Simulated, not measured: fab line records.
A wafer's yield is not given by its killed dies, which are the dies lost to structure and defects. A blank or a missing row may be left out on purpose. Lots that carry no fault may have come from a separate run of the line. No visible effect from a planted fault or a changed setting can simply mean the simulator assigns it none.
Comparing a struck lot with a sound one / flow sky130 / 17 steps out of a route of 708
Sound: the wafers L241.4, L241.5, L241.6. Wafers L243.2, L243.4, L243.6 were the ones struck. The cause comes at the end.
At each step with rows: each side's tool, then ch and its chambers, then its first start. Under that, the readings that differ: sound wafers / struck wafers / difference of the means / sigmas: that difference in standard deviations of wafers without a fault.
alike: a reading whose means differ by less than 2 such deviations, as well as words and numbers matching on both sides. not compared: withheld readings; readings where some wafer has no value; bounds like >300 that might hide an equal value; numbers whose values overlap and for which the record gives no deviation.
Wherever a step has rows on one side only, a row that says differs or no value, or a row with sigmas, the two part there. Numbers that have no deviation but don't overlap get no sigmas and don't part them. Lack of a reading on every wafer of one side parts them only where that side has two or more wafers.

SKY_LDD_P_OVL_MEAS_08:
  sound: overlay-02 at day 22 12:40; struck: overlay-02 at day 22 23:29
  alike: LDD_P_OVL
after that, 1 step had no rows for these wafers: SKY_LDD_P_IMPLANT_09.
SKY_LDD_P_STRIP_10: strips in O2/N2.
  sound on plasmaAsher-04 ch 0,1, day 22 12:52; struck on plasmaAsher-04 ch 0,1, day 22 23:40
  alike: drypumpMotorCurrentA, oesProductAu, stripTimeToEndpointS
  not compared: rfHoursCounterH
SKY_LDD_P_TW_MEAS_11:
  sound: filmMetro-02 at day 22 12:58; struck: filmMetro-02 at day 22 23:46
  alike: LDD_P_TW
then, 7 steps without rows for these wafers: SKY_LDD_HVN_DEHYDRATE_00 (time 60 s); SKY_LDD_HVN_HMDS_01 (prime time 60 s); SKY_LDD_HVN_COAT_02 (resist thk 300 nm); SKY_LDD_HVN_SOFTBAKE_03 (time 60 s); SKY_LDD_HVN_EXPOSE_04 (exposes mask HVNTM, target cd 700 nm); SKY_LDD_HVN_PEB_05; SKY_LDD_HVN_DEVELOP_06 (develop time 60 s).
SKY_LDD_HVN_OVL_MEAS_07:
  sound: overlay-01 at day 23 19:36; struck: overlay-01 at day 24 06:46
  alike: LDD_HVN_OVL
SKY_LDD_HVN_IMPLANT_08:
  sound on implanter-03 ch 0, day 23 19:41; struck on implanter-01 ch 0, day 24 06:49
reading=beamOnS (s); sound=9.99 10.06 10.00; struck=11.27 11.60 11.13; difference=+1.32; sigmas=+7
reading=faradayCurrentUA; sound=170 168 170; struck=150 145 152; difference=-20; sigmas=-6
  alike: beamEnergyKeV, doseIonsCm2, endStationPressureTorr
SKY_LDD_HVN_STRIP_09: strips in O2/N2.
  sound on plasmaAsher-03 ch 0,1, day 23 19:48; struck on plasmaAsher-03 ch 0,1, day 24 06:56
  alike: drypumpMotorCurrentA, oesProductAu, stripTimeToEndpointS
  not compared: rfHoursCounterH
SKY_LDD_HVN_TW_MEAS_10:
  sound: filmMetro-02 at day 23 19:54; struck: filmMetro-03 at day 24 07:03
reading=LDD_HVN_TW; sound=1436 1431 1435; struck=1501 1491 1503; difference=+64; sigmas=+10
then, 1 step without rows for these wafers: SKY_LDD_HVP_DEHYDRATE_00 (time 60 s).
-- a jump in the record: the struck wafers' starts before and after are 24 days apart (it breaks off in module LDD_HVP and resumes in module PAD_OPEN, where the first step shown is number 708 of the route) --
SKY_PAD_OPEN_PROBE_99:
  sound: prober-01 at day 48 05:55; struck: prober-02 at day 48 13:19
reading=model.etest.tip_n_5v.rsOhmSq; sound=1381 1376 1380; struck=1285 1285 1288; difference=-93; sigmas=
  alike: killed_at_M0_to_M3, killed_at_M4_up, killedAtContacts, killedAtFrontEnd, killedAtOther, killedDies, killedOpen, killedShort

== WHERE THEY PART ==
First at SKY_LDD_HVN_IMPLANT_08; last, within this record, at SKY_LDD_HVN_TW_MEAS_10. Later steps at which nothing parts them and some readings are alike: SKY_PAD_OPEN_PROBE_99.

WHY: what had been put in by the simulator
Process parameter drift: implanter-01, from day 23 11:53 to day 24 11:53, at SKY_LDD_HVN_IMPLANT_08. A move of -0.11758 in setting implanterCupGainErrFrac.
